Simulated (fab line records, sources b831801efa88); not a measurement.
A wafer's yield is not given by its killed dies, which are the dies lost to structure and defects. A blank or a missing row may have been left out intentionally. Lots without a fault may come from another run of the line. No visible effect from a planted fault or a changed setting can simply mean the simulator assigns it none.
fab line records | flow sfq-line | part 1 of 2: steps 1 to 29 of 39
record: lots: 5 wafers: 15 last-day: 81
route steps=325 shown I4@177 JJ@178 M5@198 A5B@209 R5@212
lots with no fault: from the same line, run without faults
start-h: start of the lot's first displayed wafer, in hours after the record's first day | wait-h: hours since the lot's step before | " repeats the value in the row above | L1.1+2: a single row standing in for several wafers | - value missing, or start not given | * or withheld: withheld | < > ~ a bound
route shown NAME@n: NAME is a module with steps in the file, n the number in the route of the first one | usual: average and standard deviation across the fault-free wafers | same: alike in all rows | chamber/n: place in a boat | sites: each site's reading | _std_site: the values' standard deviation | _edge_site: outer sites' mean less inner sites' | radius-mm: for every site, how far away it sits from the centre of the wafer | mask NAME#n: copy n | behind: the most recent tool/chamber to have shaped the wafer | hold: why the lot went on hold/how many hours it stayed there/how the hold came to an end | device: whichever transistor did not switch (one of n, p or np) | end of line: tests of these same wafers at the route's end | step lacking rows: just its recipe | killed: the dies lost at the first sort to structure and to defects; this is not the yield of the wafer | map: dies across one wafer; x = killed, . = not, _ = none there
set.NAME: the setting the step ran with; set.NAME@STEP: the setting that earlier step ran with | model.NAME: the simulator's own value behind a step, which no gauge read
a table for each step, a row for each wafer; lots at some steps of the route
services: from which hour (start-h, from the record's first day; less than 0 if before it) a tool's chamber was out of use, for how many hours, and why
== steps ==
step: SFQ_TRILAYER_I4_VIA_STRIP_SOLV_CLEAN_108
recipe: chemistry: NMP temp-c: 70 time-s: 600
columns lot.wafer tool chamber start-h wait-h
L075.3+5+6 wet-bench-03 7,2,3 876.11 0.2
L076.3+4+6 wet-bench-04 7,2,0 884.51 0.2
L084.1+3+4 wet-bench-02 1,6,2 975.24 1.0
L086.1+5+6 wet-bench-03 3,1,5 985.44 0.4
L093.1+2+3 wet-bench-04 5,3,4 1218.06 1.0
step: SFQ_TRILAYER_JJ_TRILAYER_DEP_PRE_CLEAN_113
recipe: gas: Ar time-s: 22.5 bias-v: 250
columns lot.wafer tool chamber start-h wait-h
L075.3+5+6 pvd-sputter-03 - 876.28 0.0
L076.3+4+6 pvd-sputter-06 - 884.68 0.0
L084.1+3+4 pvd-sputter-06 - 975.42 0.0
L086.1+5+6 pvd-sputter-03 - 985.63 0.0
L093.1+2+3 pvd-sputter-06 - 1218.24 0.0
step: SFQ_TRILAYER_JJ_TRILAYER_DEP_SPUTTER_109
recipe: material: Nb base-pressure-pa: 1.33e-06 chamber-pressure-pa: 0.1333 substrate-temp-c: 20 target-thk-nm: 150 power-w: 2000 time-s: 100
usual: substrate-temp-c: 20.00/0.1 throttle-valve-pct: 30.5/0.99
columns lot.wafer tool chamber start-h wait-h substrate-temp-c throttle-valve-pct
L075.3 pvd-sputter-03 - 876.31 0.0 20.01 29.8
L075.5 " - " " 20.05 31.5
L075.6 " - " " 19.98 29.8
L076.3 pvd-sputter-06 - 884.71 0.0 19.95 29.9
L076.4 " - " " 19.93 29.2
L076.6 " - " " 20.01 30.8
L084.1 pvd-sputter-06 - 975.45 0.0 20.06 29.9
L084.3 " - " " 20.09 29.1
L084.4 " - " " 20.16 32.3
L086.1 pvd-sputter-03 - 985.66 0.0 19.88 31.8
L086.5 " - " " 19.88 30.2
L086.6 " - " " 19.97 30.8
L093.1 pvd-sputter-06 - 1218.27 0.0 20.00 29.8
L093.2 " - " " 19.94 30.7
L093.3 " - " " 19.80 32.4
step: SFQ_TRILAYER_JJ_TRILAYER_DEP_SPUTTER_110
recipe: material: Al base-pressure-pa: 1.33e-06 target-thk-nm: 8 power-w: 500 time-s: 10 chamber-pressure-pa: 0.4
usual: throttle-valve-pct: 30.5/0.97
columns lot.wafer tool chamber start-h wait-h throttle-valve-pct
L075.3 pvd-sputter-03 - 876.38 0.0 29.8
L075.5 " - " " 31.3
L075.6 " - " " 29.8
L076.3 pvd-sputter-06 - 884.78 0.0 29.9
L076.4 " - " " 29.1
L076.6 " - " " 30.9
L084.1 pvd-sputter-06 - 975.52 0.0 29.9
L084.3 " - " " 29.1
L084.4 " - " " 32.5
L086.1 pvd-sputter-03 - 985.73 0.0 31.5
L086.5 " - " " 30.5
L086.6 " - " " 30.7
L093.1 pvd-sputter-06 - 1218.34 0.0 29.5
L093.2 " - " " 30.8
L093.3 " - " " 32.3
step: SFQ_TRILAYER_JJ_TRILAYER_DEP_AL_OXIDATION_111
recipe: pressure-mbar: 0.014667 oxidation-time-s: 600 temperature-k: 293
same: oxidation-time-s: 600
columns lot.wafer tool chamber start-h wait-h
L075.3+5+6 pvd-sputter-03 - 876.41 0.0
L076.3+4+6 pvd-sputter-06 - 884.81 0.0
L084.1+3+4 pvd-sputter-06 - 975.54 0.0
L086.1+5+6 pvd-sputter-03 - 985.76 0.0
L093.1+2+3 pvd-sputter-06 - 1218.36 0.0
step: SFQ_TRILAYER_JJ_TRILAYER_DEP_SPUTTER_112
recipe: material: Nb base-pressure-pa: 1.33e-06 chamber-pressure-pa: 0.1333 substrate-temp-c: 20 target-thk-nm: 170 power-w: 2000 time-s: 113.3
usual: substrate-temp-c: 19.98/0.11 throttle-valve-pct: 30.5/0.99
columns lot.wafer tool chamber start-h wait-h substrate-temp-c throttle-valve-pct
L075.3 pvd-sputter-03 - 877.41 0.5 19.83 29.6
L075.5 " - " " 20.04 31.5
L075.6 " - " " 19.92 29.7
L076.3 pvd-sputter-06 - 885.81 0.5 19.89 29.8
L076.4 " - " " 19.79 29.4
L076.6 " - " " 19.88 30.8
L084.1 pvd-sputter-06 - 976.54 0.5 19.85 30.2
L084.3 " - " " 20.22 29.1
L084.4 " - " " 19.92 32.4
L086.1 pvd-sputter-03 - 986.76 0.5 19.90 31.7
L086.5 " - " " 19.90 30.3
L086.6 " - " " 20.09 30.8
L093.1 pvd-sputter-06 - 1219.36 0.5 20.09 29.9
L093.2 " - " " 20.13 30.7
L093.3 " - " " 20.05 32.5
step: SFQ_JJ_RS_MEAS_929
recipe: thk-meas-gauge: four-point-probe reads: Nb_of_TRILAYER_JJ_TRILAYER_DEP_SPUTTER_112
usual: JJ_NB_RS: 1.046/0.0088
columns lot.wafer tool chamber start-h wait-h JJ_NB_RS[ohm/sq]
L075.3 film-metro-03 - 877.53 0.1 1.045
L075.5 " - " " 1.041
L075.6 " - " " 1.048
L076.3 film-metro-03 - 885.93 0.1 1.048
L076.4 " - " " 1.054
L076.6 " - " " 1.060
L084.1 film-metro-03 - 976.62 0.0 1.032
L084.3 " - " " 1.032
L084.4 " - " " 1.037
L086.1 film-metro-01 - 986.84 0.0 1.022
L086.5 " - " " 1.033
L086.6 " - " " 1.032
L093.1 film-metro-01 - 1219.44 0.0 1.052
L093.2 " - " " 1.032
L093.3 " - " " 1.042
step: SFQ_TRILAYER_JJ_CE_LITHO_COAT_119
recipe: resist: BARC spin-rpm: 3000 resist-thk-nm: 62
columns lot.wafer tool chamber start-h wait-h
L075.3+5+6 litho-track-03 0 877.77 0.1
L076.3+4+6 litho-track-01 0 886.17 0.1
L084.1+3+4 litho-track-03 0 976.80 0.1
L086.1+5+6 litho-track-03 0 987.02 0.1
L093.1+2+3 litho-track-02 0 1219.62 0.1
step: SFQ_TRILAYER_JJ_CE_LITHO_COAT_114
recipe: resist: KrF spin-rpm: 3000 resist-thk-nm: 600
columns lot.wafer tool chamber start-h wait-h
L075.3+5+6 litho-track-03 0 878.07 0.2
L076.3+4+6 litho-track-01 0 886.47 0.2
L084.1+3+4 litho-track-03 0 977.10 0.2
L086.1+5+6 litho-track-03 0 987.32 0.2
L093.1+2+3 litho-track-02 0 1219.92 0.2
step: SFQ_TRILAYER_JJ_CE_LITHO_SOFTBAKE_118
recipe: temp-c: withheld time-s: withheld resist: KrF
columns lot.wafer tool chamber start-h wait-h
L075.3+5+6 litho-track-03 0 878.32 0.2
L076.3+4+6 litho-track-01 0 886.72 0.2
L084.1+3+4 litho-track-03 0 977.40 0.2
L086.1+5+6 litho-track-03 0 987.62 0.2
L093.1+2+3 litho-track-02 0 1220.22 0.2
step: SFQ_TRILAYER_JJ_CE_LITHO_EXPOSE_115
recipe: mask-id: J5 na: 0.6 source-shape: conventional sigma-outer: 0.65 target-cd-nm: 700 dose-mj: 14.4
same: na: 0.6
columns lot.wafer tool chamber start-h wait-h mask
L075.3+5+6 krf-scanner-01 0 986.66 - J5#0
L076.3+4+6 krf-scanner-01 0 997.46 - J5#0
L084.1+3+4 krf-scanner-02 0 1112.92 - J5#0
L086.1+5+6 krf-scanner-02 0 1123.72 - J5#0
L093.1+2+3 krf-scanner-01 0 1367.12 - J5#0
step: SFQ_TRILAYER_JJ_CE_LITHO_PEB_117
recipe: peb-temp-c: 115 peb-time-s: 60 resist: KrF
columns lot.wafer tool chamber start-h wait-h
L075.3+5+6 litho-track-02 0 987.51 0.7
L076.3+4+6 litho-track-03 0 998.60 0.9
L084.1+3+4 litho-track-03 0 1114.12 1.0
L086.1+5+6 litho-track-03 0 1124.92 1.0
L093.1+2+3 litho-track-02 0 1368.32 1.0
step: SFQ_TRILAYER_JJ_CE_LITHO_DEVELOP_116
recipe: time-s: 60 resist: KrF
columns lot.wafer tool chamber start-h wait-h
L075.3+5+6 litho-track-02 0 987.66 0.1
L076.3+4+6 litho-track-03 0 998.75 0.1
L084.1+3+4 litho-track-03 0 1114.27 0.1
L086.1+5+6 litho-track-03 0 1125.07 0.1
L093.1+2+3 litho-track-02 0 1368.47 0.1
step: SFQ_JJ_OVL_MEAS_931
usual: J5_OVL: -4/5.5
columns lot.wafer tool chamber start-h wait-h J5_OVL[nm]
L075.3 overlay-02 - 987.77 0.1 -6
L075.5 " - " " -3
L075.6 " - " " -3
L076.3 overlay-02 - 998.86 0.1 6
L076.4 " - " " 0
L076.6 " - " " 3
L084.1 overlay-01 - 1114.42 0.1 -13
L084.3 " - " " -3
L084.4 " - " " -9
L086.1 overlay-02 - 1125.22 0.1 2
L086.5 " - " " -2
L086.6 " - " " -2
L093.1 overlay-01 - 1368.62 0.1 -8
L093.2 " - " " -8
L093.3 " - " " -5
step: SFQ_TRILAYER_JJ_CE_METRO_MEASURE_117
usual: cd-nm: 700.1/1
columns lot.wafer tool chamber start-h wait-h cd-nm
L075.3 cd-sem-01 - 988.20 0.4 701.7
L075.5 " - " " 701.3
L075.6 " - " " 701.8
L076.3 cd-sem-02 - 999.29 0.4 700.1
L076.4 " - " " 699.6
L076.6 " - " " 699.5
L084.1 cd-sem-02 - 1114.46 0.0 698.6
L084.3 " - " " 700.9
L084.4 " - " " 700.4
L086.1 cd-sem-02 - 1125.26 0.0 700.7
L086.5 " - " " 699.8
L086.6 " - " " 700.2
L093.1 cd-sem-01 - 1368.66 0.0 700.0
L093.2 " - " " 699.3
L093.3 " - " " 700.1
step: SFQ_TRILAYER_JJ_CE_BARC_OPEN_RIE_150
recipe: mask-material: PR chemistry: O2 target-depth-nm: 240 target: BARC icp-w: 600 bias-w: 80 pressure-mtorr: 10 time-s: 80
usual: drypump-motor-current-A: 5.4/0.4 oes-product-au: 0.538/0.0041
columns lot.wafer tool chamber start-h wait-h drypump-motor-current-A oes-product-au rf-hours-counter-h
L075.3 rie-metal-04 1 989.03 0.6 5.6 0.536 -
L075.5 " 0 " " 6.1 0.537 -
L075.6 " 1 " " 5.6 0.541 -
L076.3 rie-metal-03 0 1000.12 0.6 5.5 0.535 -
L076.4 " 1 " " 5.3 0.543 -
L076.6 " 0 " " 5.5 0.540 -
L084.1 rie-metal-03 0 1115.66 1.0 5.5 0.543 109
L084.3 " 1 " " 5.3 0.536 -
L084.4 " 0 " " 5.5 0.539 -
L086.1 rie-metal-03 1 1126.46 1.0 5.3 0.539 46
L086.5 " 0 " " 5.5 0.537 -
L086.6 " 1 " " 5.3 0.526 -
L093.1 rie-metal-03 0 1369.86 1.0 5.5 0.533 135
L093.2 " 1 " " 5.3 0.532 71
L093.3 " 1 " " 5.3 0.543 -
step: SFQ_TRILAYER_JJ_CE_ETCH_RIE_118
recipe: target: Nb stop-on: Al2O3 mask-material: PR taper-deg: 13.257 over-etch-frac: 0.15 time-s: 97.7 chemistry: SF6 target-depth-nm: 170 icp-w: 600 bias-w: 80 pressure-mtorr: 9.727
usual: drypump-motor-current-A: 5.4/0.4 oes-product-au: 0.991/0.0069
columns lot.wafer tool chamber start-h wait-h drypump-motor-current-A oes-product-au rf-hours-counter-h
L075.3 rie-metal-04 1 989.12 0.1 5.7 1.000 -
L075.5 " 0 " " 6.1 0.997 -
L075.6 " 1 " " 5.6 0.993 -
L076.3 rie-metal-03 0 1000.21 0.1 5.5 0.989 -
L076.4 " 1 " " 5.3 0.987 -
L076.6 " 0 " " 5.5 0.990 -
L084.1 rie-metal-03 0 1115.75 0.1 5.5 0.987 109
L084.3 " 1 " " 5.3 0.993 -
L084.4 " 0 " " 5.5 0.994 -
L086.1 rie-metal-03 1 1126.55 0.1 5.2 0.999 46
L086.5 " 0 " " 5.5 0.992 -
L086.6 " 1 " " 5.3 0.997 -
L093.1 rie-metal-03 0 1369.95 0.1 5.5 1.000 135
L093.2 " 1 " " 5.2 0.996 72
L093.3 " 1 " " 5.3 0.993 -
step: SFQ_TRILAYER_JJ_ANODIZE_ANODIZE_119
recipe: current-density-ma-cm2: withheld end-current-density-ma-cm2: withheld bath-temp-c: withheld
columns lot.wafer tool chamber start-h wait-h
L075.3+5+6 wet-bench-06 0,3,1 989.20 0.0
L076.3+4+6 wet-bench-05 3,4,0 1000.28 0.0
L084.1+3+4 wet-bench-05 7,0,2 1115.86 0.1
L086.1+5+6 wet-bench-05 3,4,2 1126.66 0.1
L093.1+2+3 wet-bench-06 2,4,1 1370.06 0.1
step: SFQ_TRILAYER_JJ_CE_STRIP_STRIP_120
recipe: gas: O2 power-w: 200 platen-temp-c: 40 overash-fraction: 0.65 chemistry: O2 pressure-mtorr: 50
usual: drypump-motor-current-A: 5.4/0.41 oes-product-au: 1.000/0.008 platen-temp-c: 39.99/0.1
same: overash-fraction: 0.65
columns lot.wafer tool chamber start-h wait-h drypump-motor-current-A oes-product-au platen-temp-c rf-hours-counter-h
L075.3 rie-metal-04 0 989.90 0.2 6.1 1.005 40.05 -
L075.5 " 0 " " 6.1 1.005 40.08 -
L075.6 " 1 " " 5.7 1.004 40.08 -
L076.3 rie-metal-03 0 1000.98 0.2 5.5 0.996 39.86 -
L076.4 " 1 " " 5.3 1.000 39.93 -
L076.6 " 0 " " 5.5 1.009 39.91 -
L084.1 rie-metal-02 0 1116.36 0.0 4.7 1.003 39.81 142
L084.3 " 1 " " 5.4 0.995 40.14 -
L084.4 " 0 " " 4.7 1.014 39.67 -
L086.1 rie-metal-02 1 1127.16 0.0 5.4 0.992 40.22 135
L086.5 " 1 " " 5.4 0.997 40.09 -
L086.6 " 0 " " 4.7 1.000 39.86 -
L093.1 rie-metal-04 0 1370.56 0.0 6.1 1.016 39.93 37
L093.2 " 1 " " 5.7 1.003 39.91 15
L093.3 " 1 " " 5.7 1.016 39.98 -
step: SFQ_TRILAYER_JJ_CE_STRIP_SOLV_CLEAN_121
recipe: chemistry: NMP temp-c: 70 time-s: 600
columns lot.wafer tool chamber start-h wait-h
L075.3+5+6 wet-bench-03 0,2,7 990.30 0.2
L076.3+4+6 wet-bench-03 1,7,2 1001.38 0.2
L084.1+3+4 wet-bench-03 7,5,2 1116.96 0.4
L086.1+5+6 wet-bench-01 3,0,4 1127.76 0.4
L093.1+2+3 wet-bench-04 6,2,7 1371.16 0.4
step: SFQ_TRILAYER_M5_LITHO_COAT_128
recipe: resist: BARC spin-rpm: 3000 resist-thk-nm: 62
columns lot.wafer tool chamber start-h wait-h
L075.3+5+6 litho-track-01 0 990.59 0.1
L076.3+4+6 litho-track-04 0 1001.69 0.1
L084.1+3+4 litho-track-02 0 1117.13 0.0
L086.1+5+6 litho-track-01 0 1127.93 0.0
L093.1+2+3 litho-track-02 0 1371.33 0.0
step: SFQ_TRILAYER_M5_LITHO_COAT_123
recipe: resist: KrF spin-rpm: 3000 resist-thk-nm: 600
columns lot.wafer tool chamber start-h wait-h
L075.3+5+6 litho-track-01 0 990.89 0.2
L076.3+4+6 litho-track-04 0 1001.99 0.2
L084.1+3+4 litho-track-02 0 1117.43 0.2
L086.1+5+6 litho-track-01 0 1128.23 0.2
L093.1+2+3 litho-track-02 0 1371.63 0.2
step: SFQ_TRILAYER_M5_LITHO_SOFTBAKE_127
recipe: temp-c: withheld time-s: withheld resist: KrF
columns lot.wafer tool chamber start-h wait-h
L075.3+5+6 litho-track-01 0 991.14 0.2
L076.3+4+6 litho-track-04 0 1002.24 0.2
L084.1+3+4 litho-track-02 0 1117.73 0.2
L086.1+5+6 litho-track-01 0 1128.53 0.2
L093.1+2+3 litho-track-02 0 1371.93 0.2
step: SFQ_TRILAYER_M5_LITHO_EXPOSE_124
recipe: mask-id: M5 na: 0.6 source-shape: conventional sigma-outer: 0.65 target-cd-nm: 700 dose-mj: 14.4
same: na: 0.6
columns lot.wafer tool chamber start-h wait-h mask
L075.3+5+6 krf-scanner-02 0 1130.12 - M5#0
L076.3+4+6 krf-scanner-02 0 1144.52 - M5#0
L084.1+3+4 krf-scanner-01 0 1247.82 - M5#0
L086.1+5+6 krf-scanner-02 0 1263.55 - M5#0
L093.1+2+3 krf-scanner-01 0 1384.14 - M5#0
step: SFQ_TRILAYER_M5_LITHO_PEB_126
recipe: peb-temp-c: 114 peb-time-s: 60 resist: KrF
columns lot.wafer tool chamber start-h wait-h
L075.3+5+6 litho-track-01 0 1130.97 0.7
L076.3+4+6 litho-track-02 0 1145.37 0.7
L084.1+3+4 litho-track-01 0 1249.02 1.0
L086.1+5+6 litho-track-04 0 1264.75 1.0
L093.1+2+3 litho-track-04 0 1385.34 1.0
step: SFQ_TRILAYER_M5_LITHO_DEVELOP_125
recipe: time-s: 60 resist: KrF
columns lot.wafer tool chamber start-h wait-h
L075.3+5+6 litho-track-01 0 1131.12 0.1
L076.3+4+6 litho-track-02 0 1145.52 0.1
L084.1+3+4 litho-track-01 0 1249.17 0.1
L086.1+5+6 litho-track-04 0 1264.90 0.1
L093.1+2+3 litho-track-04 0 1385.49 0.1
step: SFQ_M5_OVL_MEAS_932
usual: M5_OVL: 2/4.7
columns lot.wafer tool chamber start-h wait-h M5_OVL[nm]
L075.3 overlay-01 - 1131.24 0.1 1
L075.5 " - " " 2
L075.6 " - " " 9
L076.3 overlay-01 - 1145.64 0.1 6
L076.4 " - " " 2
L076.6 " - " " 0
L084.1 overlay-02 - 1249.32 0.1 -2
L084.3 " - " " -5
L084.4 " - " " -3
L086.1 overlay-02 - 1265.05 0.1 -4
L086.5 " - " " 0
L086.6 " - " " -4
L093.1 overlay-01 - 1385.64 0.1 3
L093.2 " - " " 12
L093.3 " - " " 7
step: SFQ_TRILAYER_M5_BARC_OPEN_METAL_ETCH_161
recipe: mask-material: PR chemistry: O2 target-depth-nm: 125 target: BARC icp-w: 600 bias-w: 80 pressure-mtorr: 10 time-s: 41.7
usual: drypump-motor-current-A: 5.66/0.3 oes-product-au: 0.685/0.0044
columns lot.wafer tool chamber start-h wait-h drypump-motor-current-A oes-product-au rf-hours-counter-h
L075.3 rie-metal-04 0 1131.28 0.0 6.11 0.676 -
L075.5 " 0 " " 6.11 0.689 -
L075.6 " 1 " " 5.64 0.694 -
L076.3 rie-metal-01 1 1145.68 0.0 5.47 0.674 -
L076.4 " 0 " " 5.90 0.694 -
L076.6 " 0 " " 5.91 0.689 -
L084.1 rie-metal-03 0 1249.36 0.0 5.51 0.685 122
L084.3 " 1 " " 5.23 0.684 -
L084.4 " 0 " " 5.52 0.680 -
L086.1 rie-metal-03 1 1265.09 0.0 5.29 0.681 61
L086.5 " 1 " " 5.26 0.690 -
L086.6 " 0 " " 5.51 0.688 -
L093.1 rie-metal-03 0 1385.68 0.0 5.49 0.689 137
L093.2 " 1 " " 5.27 0.683 74
L093.3 " 1 " " 5.28 0.685 -
step: SFQ_TRILAYER_M5_ETCH_METAL_ETCH_126
recipe: target: Nb stop-on: SiO2 mask-material: PR over-etch-frac: 0.15 time-s: 203.2 chemistry: Cl2/BCl3 target-depth-nm: 265 icp-w: 600 bias-w: 80 pressure-mtorr: 10
usual: drypump-motor-current-A: 5.66/0.3 oes-product-au: 0.729/0.0056
columns lot.wafer tool chamber start-h wait-h drypump-motor-current-A oes-product-au rf-hours-counter-h
L075.3 rie-metal-04 0 1131.38 0.1 6.12 0.735 -
L075.5 " 0 " " 6.11 0.721 -
L075.6 " 1 " " 5.61 0.727 -
L076.3 rie-metal-01 1 1145.78 0.1 5.46 0.741 -
L076.4 " 0 " " 5.90 0.727 -
L076.6 " 0 " " 5.92 0.728 -
L084.1 rie-metal-03 0 1249.42 0.0 5.52 0.726 122
L084.3 " 1 " " 5.25 0.724 -
L084.4 " 0 " " 5.51 0.729 -
L086.1 rie-metal-03 1 1265.14 0.0 5.32 0.728 61
L086.5 " 1 " " 5.32 0.730 -
L086.6 " 0 " " 5.51 0.738 -
L093.1 rie-metal-03 0 1385.74 0.0 5.51 0.730 137
L093.2 " 1 " " 5.25 0.730 74
L093.3 " 1 " " 5.24 0.734 -
